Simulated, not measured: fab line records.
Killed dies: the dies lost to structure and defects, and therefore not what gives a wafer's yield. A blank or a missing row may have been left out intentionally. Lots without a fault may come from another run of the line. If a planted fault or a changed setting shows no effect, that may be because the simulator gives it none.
The tool behind it: which one?    flow sky130    11 lots, 33 wafers sampled, at 2 steps of a route of 708

WHAT THE GAUGES SHOWED, per wafer
SKY_VIA3_THK_MEAS_23: measures by xrf.
lot   measured      on            VIA3_W_THK (nm)
L479  day 39 17:44  filmMetro-01  395 396 394
L480  day 39 23:40  filmMetro-02  400 394 394
L487  day 42 17:02  filmMetro-03  399 401 401
L492  day 43 14:43  filmMetro-02  399 402 400
L493  day 44 01:58  filmMetro-02  398 412 396
L496  day 45 02:37  filmMetro-01  394 419 421
L495  day 45 05:07  filmMetro-03  414 403 403
L497  day 45 06:00  filmMetro-03  413 406 412
L499  day 45 09:52  filmMetro-02  392 393 393
L501  day 45 22:55  filmMetro-03  406 399 403
L500  day 46 00:02  filmMetro-01  397 398 405

WHICH TOOL RAN EACH LOT (tool, then ch and the chambers of the sampled wafers, then the start)
lot   SKY_VIA3_STRIP_16
L479  plasmaAsher-04 ch 0,1, day 39 16:52
L480  plasmaAsher-01 ch 0, day 39 22:44
L487  plasmaAsher-04 ch 0,1, day 42 16:05
L492  plasmaAsher-03 ch 0,1, day 43 13:48
L493  plasmaAsher-03 ch 0,1, day 44 01:05
L496  plasmaAsher-01 ch 0,1, day 45 01:41
L495  plasmaAsher-04 ch 0,1, day 45 04:08
L497  plasmaAsher-04 ch 0,1, day 45 05:07
L499  plasmaAsher-03 ch 0,1, day 45 08:56
L501  plasmaAsher-04 ch 0,1, day 45 22:01
L500  plasmaAsher-03 ch 0,1, day 45 23:07
- SKY_VIA3_STRIP_16: strips in O2/N2.

WHAT THE TOOLS THEMSELVES READ (means of the sampled wafers that have a number; where no wafer has one, the mark that the record gives instead)
SKY_VIA3_STRIP_16.
lot   tool            drypumpMotorCurrentA (A)  oesProductAu (a.u.)  stripTimeToEndpointS (s)
L479  plasmaAsher-04  5.3                       0.405                4.138
L480  plasmaAsher-01  5.8                       0.402                4.129
L487  plasmaAsher-04  5.3                       0.406                4.146
L492  plasmaAsher-03  5.8                       0.403                4.147
L493  plasmaAsher-03  6.0                       0.405                4.133
L496  plasmaAsher-01  5.7                       0.405                4.161
L495  plasmaAsher-04  5.4                       0.399                4.121
L497  plasmaAsher-04  5.3                       0.404                4.145
L499  plasmaAsher-03  6.0                       0.404                4.156
L501  plasmaAsher-04  5.8                       0.408                4.166
L500  plasmaAsher-03  5.8                       0.401                4.154

THE ANSWER, worked out from the rows above alone
Rule: the usual values come from the lots themselves. The widest of any qualifying gaps counts: lots, ordered by their means at a reading, are off when they make up no more than a third of the lots, leave a main group of 4 or more, and stand apart from it by 3 or more times the standard deviation of that group's means. If all means in a main group match to the digits the tables above print for the reading, that group is not used. Also off: a lot with no number at a reading for which 4 or more lots have one. All remaining lots with rows at the step are treated as sound. The gauges are gone through in route order, then the tools' own readings, and for those a lot's mean is taken as printed above. At the first step where some lot is off, the reading lying furthest off is the one used; lots without a number count as furthest.
Across all readings shown, no lot is off: no conclusion can be drawn from this.

WHAT HAD BEEN PUT IN BY THE SIMULATOR
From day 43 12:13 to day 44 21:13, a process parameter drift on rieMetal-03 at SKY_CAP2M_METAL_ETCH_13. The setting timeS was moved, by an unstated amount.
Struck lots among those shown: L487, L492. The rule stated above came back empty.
